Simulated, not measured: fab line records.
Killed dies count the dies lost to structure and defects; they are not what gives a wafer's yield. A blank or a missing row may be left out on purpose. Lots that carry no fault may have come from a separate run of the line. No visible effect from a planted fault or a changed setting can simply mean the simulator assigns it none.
Matching of chambers :: flow sky130 :: pecvd-01 running SKY_CAPM_CVD_00: 3 sister chambers
The step deposits SiO2, target thk 15.5 nm. 6 wafers are shown with their chamber, then 7 later ones without.

== EACH WAFER AND ITS CHAMBER ==
wafer: L083.4
chamber: 0
heater_power_w (W): 597

wafer: L084.1
chamber: 0
heater_power_w (W): 579

wafer: L084.3
chamber: 1
heater_power_w (W): 686

wafer: L084.4
chamber: 2
heater_power_w (W): 711

wafer: L091.1
chamber: 1
heater_power_w (W): 812

wafer: L091.2
chamber: 2
heater_power_w (W): 763

== WAFERS WITH NO CHAMBER GIVEN ==
wafer: L091.3
heater_power_w (W): 760

wafer: L091.4
heater_power_w (W): 798

wafer: L091.5
heater_power_w (W): 741

wafer: L091.6
heater_power_w (W): 803

wafer: L096.1
heater_power_w (W): 727

wafer: L096.2
heater_power_w (W): 604

wafer: L096.3
heater_power_w (W): 814

== WHICH CHAMBER EACH WENT THROUGH ==
wafer: L091.3
from the rows above: can't be placed: 1 or 2
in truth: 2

wafer: L091.4
from the rows above: can't be placed: 1 or 2
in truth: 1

wafer: L091.5
from the rows above: can't be placed: 2 or 1
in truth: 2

wafer: L091.6
from the rows above: can't be placed: 1 or 2
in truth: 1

wafer: L096.1
from the rows above: can't be placed: 2 or 1
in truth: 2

wafer: L096.2
from the rows above: 0
in truth: 0

wafer: L096.3
from the rows above: can't be placed: 1 or 2
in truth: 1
Placed correctly: 1 of 7. Can't be placed from these rows: 6 (the true chamber is among the candidates in 6). Number placed wrongly: 0.
How it was worked out, from the rows above alone: a wafer's distance from a chamber is the root of the sum, over the readings, of the square of ((its reading less the chamber's mean) divided by the reading's scatter). The wafer belongs to the nearest chamber; if the next one is less than 2 further off, it can't be placed. Each chamber's mean is taken over the wafers shown for it. How the scatter is found: for the shown wafers, subtract from each reading the mean of its chamber, square and add these, divide the total by (wafers less chambers), then take the root.
